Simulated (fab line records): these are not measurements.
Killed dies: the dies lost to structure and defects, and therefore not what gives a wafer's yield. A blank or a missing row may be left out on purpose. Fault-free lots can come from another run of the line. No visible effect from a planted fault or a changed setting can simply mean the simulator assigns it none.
Matching of chambers -- flow gf180mcu -- rieSi-02 running GF_STI_ETCH_14: 4 sister chambers
The step etches Si in HBr/Cl2/O2, target depth 360 nm, time 102.9 s. 14 wafers are shown with their chamber, then 7 later ones without.

WAFERS PAIRED WITH THEIR CHAMBERS
wafer,chamber,drypumpMotorCurrentA (A),oesProductAu (a.u.),throttleValvePct (%)
L449.1,0,5.4,1.009,25.646
L449.4,2,5.2,0.993,25.645
L449.6,3,6.5,1.003,25.652
L453.1,0,5.4,1.008,25.647
L453.3,3,6.5,0.998,25.659
L453.5,3,6.6,1.005,25.674
L456.1,1,5.6,1.000,25.665
L456.4,2,5.2,1.004,25.672
L456.6,3,6.5,1.002,25.669
L463.1,0,5.3,1.000,25.655
L463.3,3,6.5,0.997,25.659
L463.5,3,6.6,0.999,25.648
L467.1,1,5.6,0.989,25.660
L467.5,3,6.6,1.005,25.657

SIGNATURES (means of the wafers above)
reading,chamber 0,chamber 1,chamber 2,chamber 3,scatter within a chamber
drypumpMotorCurrentA,5.367,5.600,5.200,6.543,0.0488
oesProductAu,1.00567,0.99450,0.99850,1.00129,0.00485
throttleValvePct,25.64933,25.66250,25.65850,25.65971,0.0096
Rule: a wafer lies at a distance from a chamber equal to the root of the sum of squares, over the readings, of (its reading less the chamber's mean, divided by the reading's scatter). The wafer belongs to the nearest chamber; if the next one is less than 2 further off, it can't be placed. How the scatter is found: for the shown wafers, subtract from each reading the mean of its chamber, square and add these, divide the total by (wafers less chambers), then take the root.

WAFERS MISSING THEIR CHAMBER
wafer,drypumpMotorCurrentA (A),oesProductAu (a.u.),throttleValvePct (%)
L467.6,5.4,1.002,25.643
L469.1,6.6,1.008,25.655
L469.2,5.4,1.012,25.641
L469.3,5.6,0.991,25.650
L472.3,6.5,1.001,25.659
L472.4,5.4,1.007,25.651
L472.6,5.4,1.004,25.637

CHAMBER TAKEN BY EACH
wafer,from the rows above,in truth
L467.6,0,0
L469.1,3,3
L469.2,0,0
L469.3,1,1
L472.3,3,3
L472.4,0,0
L472.6,0,0
Placed correctly: 7 of 7. Not placeable from these rows: 0. 0 placed wrongly.
